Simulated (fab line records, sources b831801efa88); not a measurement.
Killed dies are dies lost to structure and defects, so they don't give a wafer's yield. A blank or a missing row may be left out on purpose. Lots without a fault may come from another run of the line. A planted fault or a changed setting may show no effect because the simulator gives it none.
fab line records | flow sky130
record lots=5 wafers=15 last_day=50
route steps=708 shown LDD_P@259 LDD_HVN@267
lots that met no fault: from a run of the same line without faults
start_h: hours from the record's first day to the start of the lot's first wafer shown | wait_h: hours since the lot's step before | " the same as in the row above | L1.1+2: a row that stands for several wafers | - no value, or no start given | * or withheld: withheld | < > ~ a bound
route shown NAME@n: a module of which the file shows steps, and the number in the route of the first | usual: mean/standard deviation of fault-free wafers | same: alike in all rows | chamber/n: place in a boat | sites: the reading at each site | _std_site: their standard deviation | _edge_site: outer sites' mean less inner sites' | radius_mm: how far each site lies from the wafer's centre | mask NAME#n: copy n | behind: the tool/chamber that last shaped the wafer | hold: why the lot was held/for how many hours/how that ended | device: the transistor (n, p or np) that didn't switch | end of line: the same wafers' tests at the end of the route | a step without rows: its recipe alone | killed: dies lost to structure and defects at the first sort, not the wafer's yield | map: a wafer's dies, x killed, . not, _ none there
set.NAME: the setting as run; set.NAME@STEP: as run at that earlier step | model.NAME: the simulator's own value behind a step, which no gauge read
lots at some steps of the route; a table a step, a row a wafer
services: from which hour (start_h, from the record's first day; less than 0 if before it) a tool's chamber was out of use, for how many hours, and why
## steps
# step SKY_LDD_P_EXPOSE_04
# recipe mask_id=PSDM na=0.6 source_shape=conventional sigma_outer=0.6 polarization=unpolarized target_cd_nm=380 dose_mj=138
# step SKY_LDD_P_PEB_05
# recipe temp_c=withheld time_s=* resist=NOVOLAK
# step SKY_LDD_P_DEVELOP_06
# recipe resist=NOVOLAK developer=TMAH develop_time_s=60 dev_temp_c=23
# step SKY_LDD_P_CD_MEAS_07
# recipe target_cd_nm=380
# usual cd_nm=380.1/2.9
# columns lot.wafer tool chamber start_h wait_h cd_nm
L502.4 cd_sem-01 - 473.37 0.1 379.6
L502.5 " - " " 378.0
L502.6 " - " " 377.1
L509.1 cd_sem-02 - 527.04 0.1 376.2
L509.2 " - " " 378.2
L509.5 " - " " 377.3
L512.2 cd_sem-01 - 550.75 0.2 381.6
L512.5 " - " " 379.6
L512.6 " - " " 380.5
L521.3 cd_sem-01 - 619.11 0.1 377.3
L521.5 " - " " 377.2
L521.6 " - " " 377.7
L522.2 cd_sem-02 - 627.49 0.1 379.9
L522.3 " - " " 380.4
L522.6 " - " " 380.3
# step SKY_LDD_P_OVL_MEAS_08
# usual LDD_P_OVL=-0.4/1.4
# columns lot.wafer tool chamber start_h wait_h LDD_P_OVL[nm]
L502.4 overlay-02 - 473.45 0.1 -2.6
L502.5 " - " " -1.7
L502.6 " - " " -1.7
L509.1 overlay-02 - 527.16 0.1 -0.8
L509.2 " - " " -1.3
L509.5 " - " " -3.4
L512.2 overlay-02 - 550.86 0.1 1.3
L512.5 " - " " 4.0
L512.6 " - " " 0.0
L521.3 overlay-02 - 619.20 0.1 -1.1
L521.5 " - " " -0.4
L521.6 " - " " 0.1
L522.2 overlay-01 - 627.59 0.1 0.7
L522.3 " - " " 0.2
L522.6 " - " " 1.5
# step SKY_LDD_P_IMPLANT_09
# recipe species=BF2 energy_kev=25 dose_cm2=1e+13 tilt_deg=withheld
# step SKY_LDD_P_STRIP_10
# recipe chemistry=O2/N2 power_w=1400 pressure_mtorr=1500 platen_temp_c=withheld o2_flow_sccm=3000 n2_flow_sccm=300 overash_fraction=0.5
# usual drypump_motor_current_A=5.7/0.48 oes_product_au=0.716/0.0043 strip_time_to_endpoint_s=14.18/0.033
# columns lot.wafer tool chamber start_h wait_h drypump_motor_current_A oes_product_au rf_hours_counter_h strip_time_to_endpoint_s
L502.4 plasma_asher-02 0 473.65 0.1 4.8 0.712 - 14.12
L502.5 " 0 " " 4.8 0.720 - 14.12
L502.6 " 1 " " 5.8 0.726 - 14.17
L509.1 plasma_asher-03 0 527.34 0.1 5.7 0.722 86 14.22
L509.2 " 1 " " 6.2 0.718 86 14.16
L509.5 " 1 " " 6.1 0.714 - 14.20
L512.2 plasma_asher-01 0 551.04 0.1 6.3 0.711 74 14.28
L512.5 " 0 " " 6.3 0.718 - 14.23
L512.6 " 1 " " 5.6 0.714 - 14.20
L521.3 plasma_asher-03 0 619.41 0.1 5.6 0.714 - 14.18
L521.5 " 0 " " 5.7 0.721 - 14.17
L521.6 " 1 " " 6.1 0.709 - 14.20
L522.2 plasma_asher-02 1 627.77 0.1 5.8 0.722 48 14.15
L522.3 " 0 " " 4.8 0.712 - 14.18
L522.6 " 0 " " 4.8 0.717 - 14.20
# step SKY_LDD_P_TW_MEAS_11
# usual LDD_P_TW=641/5.1
# columns lot.wafer tool chamber start_h wait_h LDD_P_TW
L502.4 film_metro-04 - 473.75 0.1 640
L502.5 " - " " 637
L502.6 " - " " 640
L509.1 film_metro-02 - 527.44 0.1 643
L509.2 " - " " 646
L509.5 " - " " 651
L512.2 film_metro-04 - 551.15 0.1 638
L512.5 " - " " 636
L512.6 " - " " 639
L521.3 film_metro-02 - 619.49 0.1 639
L521.5 " - " " 641
L521.6 " - " " 643
L522.2 film_metro-02 - 627.88 0.1 645
L522.3 " - " " 644
L522.6 " - " " 645
# step SKY_LDD_HVN_DEHYDRATE_00
# recipe temp_c=200 time_s=60
# step SKY_LDD_HVN_HMDS_01
# recipe prime_time_s=60 prime_temp_c=120
# step SKY_LDD_HVN_COAT_02
# recipe resist=NOVOLAK spin_rpm=3000 resist_thk_nm=300
# step SKY_LDD_HVN_SOFTBAKE_03
# recipe temp_c=90 time_s=60 resist=NOVOLAK
# step SKY_LDD_HVN_EXPOSE_04
# recipe mask_id=HVNTM na=0.6 source_shape=conventional sigma_outer=0.6 polarization=unpolarized target_cd_nm=700 dose_mj=127
# columns lot.wafer tool chamber start_h wait_h mask
L502.4+5+6 iline_stepper-01 0 489.37 - HVNTM#0
L509.1+2+5 iline_stepper-02 0 542.41 - HVNTM#0
L512.2+5+6 iline_stepper-01 0 565.78 - HVNTM_R1#0
L521.3+5+6 iline_stepper-02 0 633.60 - HVNTM#0
L522.2+3+6 iline_stepper-01 0 642.50 - HVNTM#0
# step SKY_LDD_HVN_PEB_05
# recipe temp_c=withheld time_s=* resist=NOVOLAK
## services
# columns tool chamber start_h hours kind
iline_stepper-02 - 472.13 2.1 pm
iline_stepper-02 - 474.21 - consumable_replace:lamp
iline_stepper-02 - 474.80 8.0 repair
plasma_asher-03 - 506.05 20.6 repair
plasma_asher-01 - 510.88 2.8 pm
plasma_asher-02 - 541.10 0.4 repair
iline_stepper-01 - 567.79 0.7 repair
iline_stepper-01 - 576.33 1.7 pm
iline_stepper-01 0 576.44 - calibration
plasma_asher-03 - 590.43 0.4 repair
plasma_asher-01 - 594.59 0.4 repair
iline_stepper-02 - 605.57 1.7 pm
iline_stepper-02 0 632.33 - calibration
## key
first_sign step=SKY_LDD_HVN_EXPOSE_04 reading=mask direction=changed
effect none on later readings
met_at SKY_LDD_HVN_EXPOSE_04
struck_wafers L512.2,L512.5,L512.6
sort_left_out L512.2,L512.5,L512.6
tester_left_out L512
onset_between 489.37 565.78
fault kind=wrong_mask tool=any chamber=- onset_h=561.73 steps=SKY_LDD_HVN_EXPOSE_04 aux_copy=HVNTM_R1#0 cd_offset_nm=105 scope=struck_lots_only
# tester_left_out: of these lots the tester's yield and bins aren't shown, on N5 and GAA mostly nor the transistor test; their killed dies are dies lost to structure and defects alone, not to doping, threshold or leakage, so they don't give the yield
# sort_left_out: the simulated sort isn't trusted on such a fault, so these wafers' sort isn't shown, and their yield isn't known
